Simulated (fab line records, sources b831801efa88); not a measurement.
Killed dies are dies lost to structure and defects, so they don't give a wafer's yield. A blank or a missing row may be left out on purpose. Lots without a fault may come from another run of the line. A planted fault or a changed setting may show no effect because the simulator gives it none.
Which tool did it? | flow sky130 | 11 lots, 33 wafers sampled, at 3 steps of a route of 708

WHAT THE GAUGES READ, wafer by wafer
SKY_VIA1_RS_MEAS_22: measures by four-point-probe.
lot  | measured     | on            | VIA1_W_RS (ohm/sq)
L200 | day 33 23:25 | film_metro-03 | 0.431 0.437 0.430
L202 | day 34 17:27 | film_metro-02 | 0.429 0.430 0.437
L204 | day 35 04:10 | film_metro-02 | 0.434 0.431 0.425
L210 | day 37 07:26 | film_metro-02 | 0.423
L211 | day 37 11:53 | film_metro-01 | 0.429
L217 | day 40 15:03 | film_metro-01 | 0.426 0.434 0.425
L218 | day 40 15:19 | film_metro-03 | 0.427 0.430 0.431
L221 | day 40 16:43 | film_metro-02 | 0.434 0.440 0.435
L220 | day 40 19:00 | film_metro-03 | 0.427 0.434 0.433
L222 | day 41 13:38 | film_metro-03 | 0.434 0.440 0.428
L223 | day 41 17:56 | film_metro-02 | 0.433 0.431 0.426

WHICH TOOL RAN EACH LOT (tool, then ch and the chambers of the sampled wafers, then the start)
lot  | SKY_METAL1_METAL_ETCH_19          | SKY_METAL1_STRIP_20
L200 | rie_metal-03 ch 0,1, day 32 18:29 | plasma_asher-04 ch 0,1, day 32 18:34
L202 | rie_metal-02 ch 0,1, day 33 12:32 | plasma_asher-01 ch 0,1, day 33 12:38
L204 | rie_metal-02 ch 0,1, day 33 23:26 | plasma_asher-04 ch 0,1, day 33 23:32
L210 | rie_metal-02 ch 0,1, day 36 03:17 | plasma_asher-01 ch 0,1, day 36 03:23
L211 | rie_metal-02 ch 0,1, day 36 08:14 | plasma_asher-01 ch 0,1, day 36 08:20
L217 | rie_metal-01 ch 0,1, day 39 12:17 | plasma_asher-04 ch 0,1, day 39 12:23
L218 | rie_metal-02 ch 0, day 39 12:25   | plasma_asher-03 ch 0,1, day 39 12:30
L221 | rie_metal-01 ch 0,1, day 39 13:58 | plasma_asher-04 ch 0,1, day 39 14:04
L220 | rie_metal-03 ch 0,1, day 39 15:50 | plasma_asher-03 ch 0,1, day 39 15:56
L222 | rie_metal-01 ch 0,1, day 40 11:02 | plasma_asher-01 ch 0,1, day 40 11:08
L223 | rie_metal-01 ch 0,1, day 40 15:28 | plasma_asher-01 ch 0,1, day 40 15:34
- SKY_METAL1_METAL_ETCH_19: etches the open film in Cl2/BCl3, stops on SiO2, target depth 360 nm, time 78 s.
- SKY_METAL1_STRIP_20: strips in O2/N2.

THE ANSWER, worked out from the rows above alone
Rule: what is usual is taken from the lots themselves. Put in order of their means at a reading, lots are off if they are a third of the lots or fewer, leave a main group of 4 or more, and stand apart from it by a gap of 3 or more times the standard deviation of the main group's means; of several such gaps the widest counts. A main group whose means are all the same, to the digits that the tables above print for the reading, isn't used. A lot without any number at a reading at which 4 lots or more have one is off too. The other lots that the step has rows for count as sound.
No lot is off at any reading shown: from this, nothing can be told.

WHAT THE SIMULATOR HAD PUT IN
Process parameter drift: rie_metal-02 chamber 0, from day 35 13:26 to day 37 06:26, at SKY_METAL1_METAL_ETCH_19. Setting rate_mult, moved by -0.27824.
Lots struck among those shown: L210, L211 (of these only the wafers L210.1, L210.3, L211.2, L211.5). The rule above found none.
